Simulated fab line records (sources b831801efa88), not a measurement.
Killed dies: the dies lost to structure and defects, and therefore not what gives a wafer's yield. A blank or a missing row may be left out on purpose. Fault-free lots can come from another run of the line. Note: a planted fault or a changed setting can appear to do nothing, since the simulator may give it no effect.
Code-filled problem report in 8D (eight disciplines) form / flow gf180mcu / the parts of the form that need people (team, actions taken, sign-off) are left out

## 1. WHAT WENT WRONG
Wafers free of any fault read 1063 (standard deviation 5.6) for HV_LDD_2_TW at GF_HV_LDD_TW_MEAS_23, against a mean of 1110 on 6 wafers of 2 lots. That puts it +8.5 standard deviations away from the usual mean.
The first sign was on wafer L602.1 at day 14 19:31, on film metro-03. The record holds 42 wafers of 14 lots with a number at this step. The rule behind "out" and "out of limits": a value lying over 4 standard deviations away from the usual mean. All remaining wafers that have a number are taken as sound.

## 2. WHAT THIS IS AND IS NOT
question=which readings at this step | is=HV_LDD_2_TW | is not=-
question=which lots | is=L602, L603 | is not=L593, L594, L597, L599, L601, L606, L608, L609, L610, L611, L612, L613
question=which wafers of those lots | is=all that have a number | is not=-
question=read on which gauges | is=film metro-02, film metro-03 | is not=film metro-04
question=when | is=from day 14 19:31 | is not=up to then (15 sound wafers); but 21 sound wafers of L606, L608, L609, L610, L611, L612, L613 came after

## 3. THE SUSPECTS, EACH WITH WHAT RULES IT OUT
Counting: any tool at a process step up to the reading is kept as a suspect provided that every lot that is out went through it and no sound lot did after the first of them.
- the gauge at GF_HV_LDD_TW_MEAS_23: ruled out. 2 gauges (film metro-02, film metro-03) read the wafers that are out.
- implanter-01 at GF_HV_LDD_IMPLANT_21: ruled out as a lasting fault. After its first lot that is out, L602 (day 14 19:16), sound lots L611 ran on it.
Left after counting: nothing in the record.

## 4. THE CAUSE (what the simulator had put in)
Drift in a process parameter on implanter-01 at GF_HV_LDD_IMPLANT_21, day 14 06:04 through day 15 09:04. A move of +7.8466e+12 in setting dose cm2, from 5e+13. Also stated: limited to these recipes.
It was ruled out by counting, in error; the rule expects a fault to strike all lots run on its tool from its start on, and this fault did not.

## 5. THE EFFECT CHAIN, in route order
Rows list readings where the struck wafers' mean (over those with a number) sits beyond 3 standard deviations from the usual. Scope: only readings with a usual standard deviation given in the record; hours: median across lots of the time from each lot's start at the first step in this table that gives one to its start at this step; sigmas: change in usual standard deviations.
hours=0; step=GF_HV_LDD_IMPLANT_21; reading=dose ions cm2; usual=5.001e+13; on struck wafers=5.783e+13; change=+7.817e+12; sigmas=+99 or more
hours=0; step=GF_HV_LDD_IMPLANT_21; reading=faraday current uA; usual=282; on struck wafers=324; change=+42; sigmas=+6.9
hours=0; step=GF_HV_LDD_TW_MEAS_23; reading=HV_LDD_2_TW; usual=1063; on struck wafers=1110; change=+47; sigmas=+8.5
Its process steps:
- GF_HV_LDD_IMPLANT_21
Later measuring or inspecting steps at which every struck wafer that the step has a row for has a number for every such reading, and none has moved that far: GF_V2_BOW_MEAS_05, GF_V2_OVL_MEAS_15.

## 6. WHAT WOULD HAVE CAUGHT IT SOONER
Counted from the fault's start at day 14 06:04, it took 13 hours until the first out-of-limits reading at a measuring or inspecting step in this record, taken at day 14 19:31.
At GF_HV_LDD_IMPLANT_21, the tool's own readings (dose ions cm2, faraday current uA) were out on each struck wafer the step has a row for, so an alarm limit on them would have fired on the first such wafer.
